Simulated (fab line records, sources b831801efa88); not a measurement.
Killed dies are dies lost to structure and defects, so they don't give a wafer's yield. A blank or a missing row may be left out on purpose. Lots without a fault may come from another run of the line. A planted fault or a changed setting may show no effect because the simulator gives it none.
A struck lot beside a sound one | flow sfq_line | 28 steps out of a route of 325
Sound: wafers L109.2, L109.5, L109.6. Struck: wafers L120.2, L120.3, L120.6. The cause comes at the end.
At each step with rows: each side's tool, then ch and its chambers, then its first start. Under that, the readings that differ: sound wafers | struck wafers | difference of the means | sigmas: that difference in standard deviations of wafers without a fault.
alike: readings whose means differ by less than 2 such deviations, and words and numbers that are the same on both sides. not compared: withheld readings, readings that some wafer has no value for, bounds like >300 that may hide the same value, and numbers for which the record gives no deviation and whose values overlap.
The two part at a step that has a row with sigmas, a row that says differs or no value, or rows on one side only. Numbers that don't overlap but have no deviation are shown without sigmas and don't part them. A reading that every wafer of one side lacks parts them only if that side has two wafers or more.

first, 6 steps without rows for these wafers: SFQ_TRILAYER_M6_LITHO_COAT_164 (resist thk 62 nm); SFQ_TRILAYER_M6_LITHO_COAT_159 (resist thk 600 nm); SFQ_TRILAYER_M6_LITHO_SOFTBAKE_163; SFQ_TRILAYER_M6_LITHO_EXPOSE_160 (exposes mask M6, target cd 500 nm); SFQ_TRILAYER_M6_LITHO_PEB_162 (peb time 58.65 s); SFQ_TRILAYER_M6_LITHO_DEVELOP_161 (time 60 s).
SFQ_M6_OVL_MEAS_940:
  sound on overlay-02, day 74 03:50; struck on overlay-02, day 81 16:18
  alike: M6_OVL
SFQ_TRILAYER_M6_BARC_OPEN_METAL_ETCH_206: etches BARC in O2, target depth 125 nm, time 41.7 s.
  sound on rie_metal-03 ch 0,1, day 74 03:52; struck on rie_metal-04 ch 0, day 81 16:20
  alike: drypump_motor_current_A, oes_product_au, rf_fwd_power_W
  not compared: rf_hours_counter_h
SFQ_TRILAYER_M6_ETCH_METAL_ETCH_162: etches Nb in Cl2/Ar, stops on SiO2, target depth 240 nm, time 120 s.
  sound on rie_metal-03 ch 0,1, day 74 03:56; struck on rie_metal-04 ch 0, day 81 16:23
  alike: drypump_motor_current_A, oes_product_au, rf_fwd_power_W
  not compared: rf_hours_counter_h
SFQ_TRILAYER_M6_STRIP_STRIP_163: strips in O2.
  sound on rie_metal-03 ch 0,1, day 74 04:03; struck on rie_metal-04 ch 0, day 81 16:31
  alike: drypump_motor_current_A, oes_product_au
  not compared: rf_hours_counter_h
then, 2 steps without rows for these wafers: SFQ_TRILAYER_M6_STRIP_SOLV_CLEAN_164 (cleans in NMP, time 600 s); SFQ_TRILAYER_I6_DEP_PECVD_165 (deposits SiO2 from SiH4/N2O, time 111.11 s, target thk 500 nm).
SFQ_TRILAYER_I6_CMP_CMP_166: polishes SiO2.
  sound on cmp-02 ch 2,3, day 74 05:25; struck on cmp-01 ch 2,3, day 81 17:22
  reading                                             | sound           | struck            | difference | sigmas
  time_to_endpoint_s (s)                              | 217 222 228     | 192 194 204       | -26        | -4
  model.SiO2_of_TRILAYER_I6_DEP_PECVD_165.thk_nm (nm) | 201.2 200 201.4 | 220.5 219.2 220.3 | +19.1      |
  alike: edge_zone_pressure_frac, head_pressure_psi, motor_current_A, retaining_ring_pressure_frac
SFQ_I6_BOW_MEAS_941:
  sound on film_metro-03, day 74 07:56; struck on film_metro-04, day 81 20:23
  alike: I6_BOW
SFQ_TRILAYER_I6_METRO_MEASURE_167:
  sound on film_metro-03, day 74 08:14; struck on film_metro-04, day 81 20:41
  reading     | sound             | struck            | difference | sigmas
  thk_nm (nm) | 201.1 200.0 201.6 | 220.6 219.2 220.2 | +19.1      | +21
then, 6 steps without rows for these wafers: SFQ_TRILAYER_I6_VIA_LITHO_COAT_174 (resist thk 62 nm); SFQ_TRILAYER_I6_VIA_LITHO_COAT_169 (resist thk 650 nm); SFQ_TRILAYER_I6_VIA_LITHO_SOFTBAKE_173; SFQ_TRILAYER_I6_VIA_LITHO_EXPOSE_170 (exposes mask I6, target cd 700 nm); SFQ_TRILAYER_I6_VIA_LITHO_PEB_172 (peb time 60 s); SFQ_TRILAYER_I6_VIA_LITHO_DEVELOP_171 (time 60 s).
SFQ_I6_OVL_MEAS_942:
  sound on overlay-02, day 78 19:01; struck on overlay-01, day 82 00:19
  alike: I6_OVL
SFQ_TRILAYER_I6_VIA_BARC_OPEN_VIA_ETCH_235: etches BARC in O2, target depth 125 nm, time 43.26 s.
  sound on rie_diel-03 ch 2,3, day 78 19:03; struck on rie_diel-03 ch 0,1,2, day 82 00:21
  alike: drypump_motor_current_A, oes_product_au
  not compared: rf_hours_counter_h
SFQ_TRILAYER_I6_VIA_ETCH_VIA_ETCH_172: etches SiO2 in CHF3, stops on Nb, target depth 260 nm.
  sound on rie_diel-03 ch 2,3, day 78 19:05; struck on rie_diel-03 ch 0,1,2, day 82 00:23
  reading                        | sound             | struck            | difference | sigmas
  oes_product_au (a.u.)          | 0.863 0.859 0.850 | 0.901 0.895 0.896 | +0.040     | +8
  model.I6.feature_depth_nm (nm) | 201.1 200 201.4   | 220.5 219.2 220.3 | +19.2      |
  model.etch.depth_nm (nm)       | 201.1 200 201.4   | 220.4 219.2 220.3 | +19.1      |
  alike: drypump_motor_current_A, rf_fwd_power_W
SFQ_TRILAYER_I6_VIA_STRIP_STRIP_173: strips in O2.
  sound on rie_metal-03 ch 0,1, day 78 19:13; struck on rie_metal-04 ch 0,1, day 82 00:30
  alike: drypump_motor_current_A, oes_product_au
  not compared: rf_hours_counter_h
then, 1 step without rows for these wafers: SFQ_TRILAYER_I6_VIA_STRIP_SOLV_CLEAN_174 (cleans in NMP, time 600 s).
SFQ_TRILAYER_M7_DEP_PRE_CLEAN_176: time 22.5 s.
  sound on pvd_sputter-03, day 78 19:59; struck on pvd_sputter-03, day 82 01:17
  reading                                             | sound             | struck            | difference | sigmas
  model.SiO2_of_TRILAYER_I6_DEP_PECVD_165.thk_nm (nm) | 193.6 192.5 193.9 | 212.9 211.7 212.8 | +19.1      |
  alike: bias_v
then, 1 step without rows for these wafers: SFQ_TRILAYER_M7_DEP_SPUTTER_175 (material Nb, target thk 200 nm, time 133.3 s).

WHERE THEY PART
First at SFQ_TRILAYER_I6_CMP_CMP_166; last, within this record, at SFQ_TRILAYER_I6_VIA_ETCH_VIA_ETCH_172. Later steps at which nothing parts them and some readings are alike: SFQ_TRILAYER_I6_VIA_STRIP_STRIP_173, SFQ_TRILAYER_M7_DEP_PRE_CLEAN_176.

WHY: what the simulator had put in
Process parameter drift: cmp-01, from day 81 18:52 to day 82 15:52, at SFQ_TRILAYER_I6_CMP_CMP_166. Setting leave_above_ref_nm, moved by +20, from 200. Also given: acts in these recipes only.
